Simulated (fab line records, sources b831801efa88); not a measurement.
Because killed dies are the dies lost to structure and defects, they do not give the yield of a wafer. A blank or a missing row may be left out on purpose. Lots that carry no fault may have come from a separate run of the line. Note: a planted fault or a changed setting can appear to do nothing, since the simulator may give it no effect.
Matching of chambers || flow gf180mcu || GF_V2_CMP_04 on cmp-02 has 4 sister chambers
The step polishes SiO2. 8 wafers are shown with their chamber, then 10 later ones without.

## WAFERS WITH THEIR CHAMBER
{"wafer": "L968.6", "chamber": 0, "motor-current-A (A)": 11.5, "time-to-endpoint-s (s)": 85}
{"wafer": "L970.1", "chamber": 0, "motor-current-A (A)": 11.5, "time-to-endpoint-s (s)": 80}
{"wafer": "L970.3", "chamber": 2, "motor-current-A (A)": 11.7, "time-to-endpoint-s (s)": 86}
{"wafer": "L972.1", "chamber": 1, "motor-current-A (A)": 13.3, "time-to-endpoint-s (s)": 75}
{"wafer": "L972.3", "chamber": 2, "motor-current-A (A)": 12.7, "time-to-endpoint-s (s)": 78}
{"wafer": "L972.5", "chamber": 3, "motor-current-A (A)": 11.6, "time-to-endpoint-s (s)": 84}
{"wafer": "L974.3", "chamber": 3, "motor-current-A (A)": 12.0, "time-to-endpoint-s (s)": 78}
{"wafer": "L974.4", "chamber": 1, "motor-current-A (A)": 12.7, "time-to-endpoint-s (s)": 93}

## WAFERS WHOSE CHAMBER IS MISSING
{"wafer": "L974.6", "motor-current-A (A)": 11.1, "time-to-endpoint-s (s)": 84}
{"wafer": "L976.1", "motor-current-A (A)": 11.6, "time-to-endpoint-s (s)": 78}
{"wafer": "L976.3", "motor-current-A (A)": 12.1, "time-to-endpoint-s (s)": 76}
{"wafer": "L976.4", "motor-current-A (A)": 13.2, "time-to-endpoint-s (s)": 85}
{"wafer": "L979.2", "motor-current-A (A)": 11.4, "time-to-endpoint-s (s)": 82}
{"wafer": "L979.3", "motor-current-A (A)": 12.2, "time-to-endpoint-s (s)": 87}
{"wafer": "L979.6", "motor-current-A (A)": 12.5, "time-to-endpoint-s (s)": 89}
{"wafer": "L983.1", "motor-current-A (A)": 12.2, "time-to-endpoint-s (s)": 83}
{"wafer": "L983.2", "motor-current-A (A)": 11.8, "time-to-endpoint-s (s)": 73}
{"wafer": "L983.5", "motor-current-A (A)": 12.9, "time-to-endpoint-s (s)": 81}

## WHICH CHAMBER EACH ONE RAN IN
{"wafer": "L974.6", "from the rows above": "can't be placed: 0 or 3 or 2", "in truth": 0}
{"wafer": "L976.1", "from the rows above": "can't be placed: 3 or 0 or 2", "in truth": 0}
{"wafer": "L976.3", "from the rows above": "can't be placed: 2 or 3 or 0 or 1", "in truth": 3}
{"wafer": "L976.4", "from the rows above": "can't be placed: 1 or 2", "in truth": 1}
{"wafer": "L979.2", "from the rows above": "can't be placed: 0 or 3 or 2", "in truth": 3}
{"wafer": "L979.3", "from the rows above": "can't be placed: 2 or 3 or 0 or 1", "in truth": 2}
{"wafer": "L979.6", "from the rows above": "can't be placed: 2 or 1 or 3 or 0", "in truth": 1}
{"wafer": "L983.1", "from the rows above": "can't be placed: 2 or 3 or 0 or 1", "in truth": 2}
{"wafer": "L983.2", "from the rows above": "can't be placed: 3 or 0 or 2", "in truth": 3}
{"wafer": "L983.5", "from the rows above": "can't be placed: 1 or 2", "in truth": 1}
Correct placement for 0 of the 10. Not placeable from these rows: 10 (in 10, the candidates include the true chamber). Number placed wrongly: 0.
How it was worked out, from the rows above alone: a wafer's distance from a chamber is the root of the sum, over the readings, of the square of ((its reading less the chamber's mean) divided by the reading's scatter). The wafer belongs to the nearest chamber; if the next one is less than 2 further off, it can't be placed. The mean given for a chamber averages the wafers shown for that chamber. The scatter: take each reading less its chamber's mean, square it, sum over the shown wafers, divide by the number of wafers less the number of chambers, and take the root.
